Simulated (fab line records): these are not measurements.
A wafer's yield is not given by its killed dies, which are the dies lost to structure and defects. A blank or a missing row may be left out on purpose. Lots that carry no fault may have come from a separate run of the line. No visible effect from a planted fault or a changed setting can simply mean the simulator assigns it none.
Check for tools in common + flow sky130 + Sample size 11 lots and 36 wafers

## WHAT PROMPTED THE OPENING
1 of 11 lots carry a flag on the reading LDD_LDN_TW at SKY_LDD_LDN_TW_MEAS_13. No-fault wafers: 1491, standard deviation 12.
Rule: flag the lot when none of its wafers has a number, or when each of its wafers that has one lies beyond 4 standard deviations from that mean. As for the other lots, they are considered sound.

| lot  | measured     | on            | LDD_LDN_TW, wafer by wafer | flag    |
|------|--------------|---------------|----------------------------|---------|
| L797 | day 23 18:19 | film metro-02 | 1478 1480 1481             |         |
| L802 | day 26 21:32 | film metro-01 | 1492 1494 1488             |         |
| L803 | day 26 21:46 | film metro-02 | 1463 1466 1465             |         |
| L804 | day 27 02:20 | film metro-04 | 1501 1498 1502             |         |
| L810 | day 28 16:25 | film metro-04 | 1494 1498 1494             |         |
| L809 | day 28 22:05 | film metro-01 | 1488 1494 1487             |         |
| L812 | day 29 07:13 | film metro-01 | 30 31 30 30 30 30          | FLAGGED |
| L813 | day 29 13:43 | film metro-04 | 1492 1497 1490             |         |
| L814 | day 29 15:52 | film metro-01 | 1499 1497 1496             |         |
| L817 | day 30 19:49 | film metro-04 | 1498 1500 1510             |         |
| L818 | day 30 22:44 | film metro-01 | 1491 1502 1496             |         |
Averaged over the flagged lots the numbers come to 30, -1461 from the usual (-99 or more standard deviations).

## WHICH TOOL RAN EACH LOT
The record keeps 1 process step preceding the reading, out of 708 steps on the route. Read each cell as the tool, then ch plus the chambers that the sampled wafers visited, then the start.
| lot  | flag    | SKY_LDD_LDN_EXPOSE_04               |
|------|---------|-------------------------------------|
| L797 |         | iline stepper-02 ch 0, day 23 02:52 |
| L802 |         | iline stepper-01 ch 0, day 26 07:01 |
| L803 |         | iline stepper-02 ch 0, day 26 07:19 |
| L804 |         | iline stepper-01 ch 0, day 26 09:55 |
| L810 |         | iline stepper-01 ch 0, day 28 01:41 |
| L809 |         | iline stepper-02 ch 0, day 28 06:41 |
| L812 | FLAGGED | iline stepper-01 ch 0, day 28 16:21 |
| L813 |         | iline stepper-01 ch 0, day 29 00:05 |
| L814 |         | iline stepper-02 ch 0, day 29 01:37 |
| L817 |         | iline stepper-01 ch 0, day 30 05:45 |
| L818 |         | iline stepper-01 ch 0, day 30 08:32 |
These steps, and what they do:
- SKY_LDD_LDN_EXPOSE_04: exposes mask LDNTM, target cd 700 nm.
- SKY_LDD_LDN_TW_MEAS_13

## FLAGGED AGAINST TOTAL, ONE TOOL AT A TIME (gauges that did the reading follow at the end)
| step                   | tool             | lots run | flagged | share of the flagged lots | sound lots run after its first flagged lot |
|------------------------|------------------|----------|---------|---------------------------|--------------------------------------------|
| SKY_LDD_LDN_EXPOSE_04  | iline stepper-01 | 7        | 1       | all                       | 3 (L813,L817,L818)                         |
| SKY_LDD_LDN_EXPOSE_04  | iline stepper-02 | 4        | 0       | none                      | -                                          |
| SKY_LDD_LDN_TW_MEAS_13 | film metro-01    | 5        | 1       | all                       | 2 (L814,L818)                              |
| SKY_LDD_LDN_TW_MEAS_13 | film metro-02    | 2        | 0       | none                      | -                                          |
| SKY_LDD_LDN_TW_MEAS_13 | film metro-04    | 4        | 0       | none                      | -                                          |

## WHAT THE TABLE ALLOWS
iline stepper-01 at SKY_LDD_LDN_EXPOSE_04 and film metro-01 at SKY_LDD_LDN_TW_MEAS_13 are the 2 rows of the table that ran each flagged lot.
- iline stepper-01 at SKY_LDD_LDN_EXPOSE_04 ran 7 lots, 1 of them flagged. Lots that were sound ran on it after the first flagged one (L813, L817, L818); a persistent fault on the entire tool would not allow that.
- film metro-01 at SKY_LDD_LDN_TW_MEAS_13 ran 5 lots, 1 of them flagged. Lots that were sound ran on it after the first flagged one (L814, L818); a persistent fault on the entire tool would not allow that.
None of the table's rows ran every flagged lot and, after the first, no sound lot.

## WHAT THE SIMULATOR HAD PUT IN
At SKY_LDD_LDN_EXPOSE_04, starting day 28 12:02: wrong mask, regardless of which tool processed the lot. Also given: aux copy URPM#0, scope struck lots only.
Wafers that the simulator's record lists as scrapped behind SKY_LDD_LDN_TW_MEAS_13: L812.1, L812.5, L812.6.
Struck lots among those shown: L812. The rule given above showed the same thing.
